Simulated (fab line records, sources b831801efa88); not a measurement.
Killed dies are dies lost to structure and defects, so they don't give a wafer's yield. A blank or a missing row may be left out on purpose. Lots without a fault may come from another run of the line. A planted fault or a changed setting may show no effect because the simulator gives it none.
Problem report in the 8D (eight disciplines) form, filled by code | flow gf180mcu | the parts of the form that need people (team, actions taken, sign-off) are left out

1. THE PROBLEM
strip_time_to_endpoint_s at GF_HV_LDD_STRIP_10 reads a mean of 12.097 s on 1 wafer of 1 lot; wafers without a fault read 12.623 s with a standard deviation of 0.029. That is -18 standard deviations from the usual mean.
The step: strips in O2/N2.
First seen on wafer L155.4, day 13 01:27, on plasma_asher-02. The record holds 39 wafers of 13 lots with a number at this step. Rule for "out", or "out of limits": more than 4 standard deviations from the usual mean. The other wafers with a number count as sound.

2. WHAT IT IS AND WHAT IT IS NOT
question                    | is                       | is not
which readings at this step | strip_time_to_endpoint_s | drypump_motor_current_A, heater_power_w, oes_product_au
which lots                  | L155                     | L145, L146, L147, L149, L151, L152, L153, L156, L162, L165, L167, L168
which wafers of those lots  | L155.4                   | L155.5, L155.6
read on which tools         | plasma_asher-02          | plasma_asher-01, plasma_asher-04
when                        | from day 13 01:27        | up to then (23 sound wafers); but 15 sound wafers of L156, L162, L165, L167, L168 came after

3. SUSPECTS, AND WHAT RULES EACH OUT
Counting: a tool at a process step up to the reading stays a suspect if it ran every lot that is out. Sound lots after the first of them don't rule it out here, since some wafers of a struck lot are sound.
- litho_track-02 at GF_HV_LDD_COAT_02 (resist thk 1000 nm): kept. It ran the lot that is out, L155 (day 12 15:27); its last sound lot up to then is L153 (day 12 04:44).
- plasma_asher-02 at GF_HV_LDD_STRIP_10 (strips in O2/N2): kept. It ran the lot that is out, L155 (day 13 01:27); its last sound lot up to then is L153 (day 12 15:13). Its own readings are out on those wafers: strip_time_to_endpoint_s.
Left after counting: litho_track-02 at GF_HV_LDD_COAT_02, plasma_asher-02 at GF_HV_LDD_STRIP_10.

4. THE CAUSE (what the simulator had put in)
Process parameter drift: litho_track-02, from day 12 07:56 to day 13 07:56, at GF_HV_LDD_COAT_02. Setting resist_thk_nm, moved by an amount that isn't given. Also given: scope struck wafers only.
Counting left 2 suspects, and this tool is among them.

5. THE CHAIN OF EFFECTS, in route order
Each row: a reading whose mean over the struck wafers that have a number lies more than 3 standard deviations from the usual. Only readings for which the record gives a usual standard deviation are gone through. hours: the time from each lot's start at the first step in this table that gives one to its start at this step, as a median over the lots. sigmas: the change in usual standard deviations.
hours | step               | reading                  | usual    | on struck wafers | change | sigmas
0     | GF_HV_LDD_STRIP_10 | strip_time_to_endpoint_s | 12.623 s | 12.097           | -0.526 | -18
The process steps in it:
- GF_HV_LDD_STRIP_10: strips in O2/N2.
Later measuring or inspecting steps at which every struck wafer that the step has a row for has a number for every such reading, and none has moved that far: GF_SAB_CD_MEAS_09.

6. WHAT WOULD HAVE CAUGHT IT SOONER
In this record the first reading out of limits was taken at day 13 01:27, 18 hours after the fault began at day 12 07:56.
Of the tool readings at GF_HV_LDD_COAT_02 for which the record gives a usual standard deviation, none was out on any struck wafer, so an alarm limit of 4 standard deviations on them would not have fired.
All the lots that are out (1) had begun GF_HV_LDD_COAT_02 on litho_track-02 by day 13 01:27. A hold on the tool at that time would have spared none of them.
